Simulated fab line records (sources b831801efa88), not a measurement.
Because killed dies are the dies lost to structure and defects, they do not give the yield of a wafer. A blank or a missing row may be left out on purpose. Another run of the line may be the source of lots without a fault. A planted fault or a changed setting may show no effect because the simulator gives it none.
2 desks looking at one fault || flow sky130 || only its own numbers are on each desk; what lay behind them is given at the end

== METROLOGY DESK ==
Lot by lot, what the gauges showed, no matter which tool ran the lot: averages of those sampled wafers that carry a number. The brackets show how far a lot's mean lies from the usual mean; more than 4 standard deviations puts the lot out of limits, marked OUT.
Columns: A = SD_P_TW at SKY_SD_P_TW_MEAS_11, usual 2812; B = SD_P_RS at SKY_SD_N_RS_MEAS_17, usual 147.0 ohm/sq; C = VIA2_W_THK at SKY_VIA2_THK_MEAS_23, usual 415 nm
{"lot": "L686", "first seen here": "day 25 08:41", "A": 2806, "B": 146.7, "C": 414}
{"lot": "L687", "first seen here": "day 25 21:37", "A": 2796, "B": 146.2, "C": 420}
{"lot": "L688", "first seen here": "day 26 07:58", "A": 2824, "B": 146.6, "C": 412}
{"lot": "L689", "first seen here": "day 26 22:49", "A": 2828, "B": 147.0, "C": 416}
{"lot": "L692", "first seen here": "day 27 23:35", "A": 2800, "B": 147.0, "C": 413}
{"lot": "L698", "first seen here": "day 30 10:40", "A": 2772, "B": "151.4 (+9.1) OUT", "C": 412}
{"lot": "L701", "first seen here": "day 30 21:35", "A": 2742, "B": "151.4 (+9.1) OUT", "C": 413}
{"lot": "L703", "first seen here": "day 31 16:01", "A": 2848, "B": 146.4, "C": 414}
{"lot": "L706", "first seen here": "day 32 06:44", "A": 2801, "B": 147.4, "C": 423}
{"lot": "L709", "first seen here": "day 33 22:20", "A": 2812, "B": 146.7, "C": 422}
This desk's finding: out of limits on L698, L701; first on L698, day 32 18:08 (SD_P_RS at SKY_SD_N_RS_MEAS_17). In limits: L686, L687, L688, L689, L692, L703, L706, L709.

== DESK OF THE TOOL OWNER: implanter-01 ==
SKY_SD_P_IMPLANT_09, tool's own readings: per-lot mean of the sampled wafers with a number, covering each lot this tool ran. The brackets show how far a lot's mean lies from the usual mean; more than 4 standard deviations puts the lot out of limits, marked OUT.
Columns: A = beam-energy-keV at SKY_SD_P_IMPLANT_09, usual 20.000; B = beam-on-s at SKY_SD_P_IMPLANT_09, usual 13.4 s; C = end-station-pressure-torr at SKY_SD_P_IMPLANT_09, usual 1.44e-05 Torr
{"lot": "L686", "first seen here": "day 25 08:27", "A": 20.010, "B": 12.2, "C": 1.62e-05}
{"lot": "L692", "first seen here": "day 27 23:22", "A": 19.998, "B": 12.2, "C": 1.57e-05}
{"lot": "L698", "first seen here": "day 30 10:26", "A": "18.759 (-99 or more) OUT", "B": 12.4, "C": 1.50e-05}
{"lot": "L701", "first seen here": "day 30 21:23", "A": "18.768 (-99 or more) OUT", "B": 12.6, "C": 1.54e-05}
{"lot": "L709", "first seen here": "day 33 22:05", "A": 19.997, "B": 12.3, "C": 1.55e-05}
Finding of this desk: L698, L701 out of limits; the first was L698 at day 30 10:26, on beam-energy-keV at SKY_SD_P_IMPLANT_09. In limits: L686, L692, L709.

== BROUGHT TOGETHER ==
The tool owner's desk had the chance to raise an alarm at day 30 10:26 on L698, L701.
The metrology desk could have raised an alarm at day 32 18:08, on L698, L701.
All the named lots went through SKY_SD_P_IMPLANT_09 on implanter-01.

== WHAT WAS PUT IN BY THE SIMULATOR ==
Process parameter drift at SKY_SD_P_IMPLANT_09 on implanter-01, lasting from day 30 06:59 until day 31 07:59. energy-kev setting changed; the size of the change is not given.
Lots struck among those shown: L698, L701.
Time in hours from fault onset to the first out-of-limits reading at each desk: tool owner's desk 3, metrology desk 59.
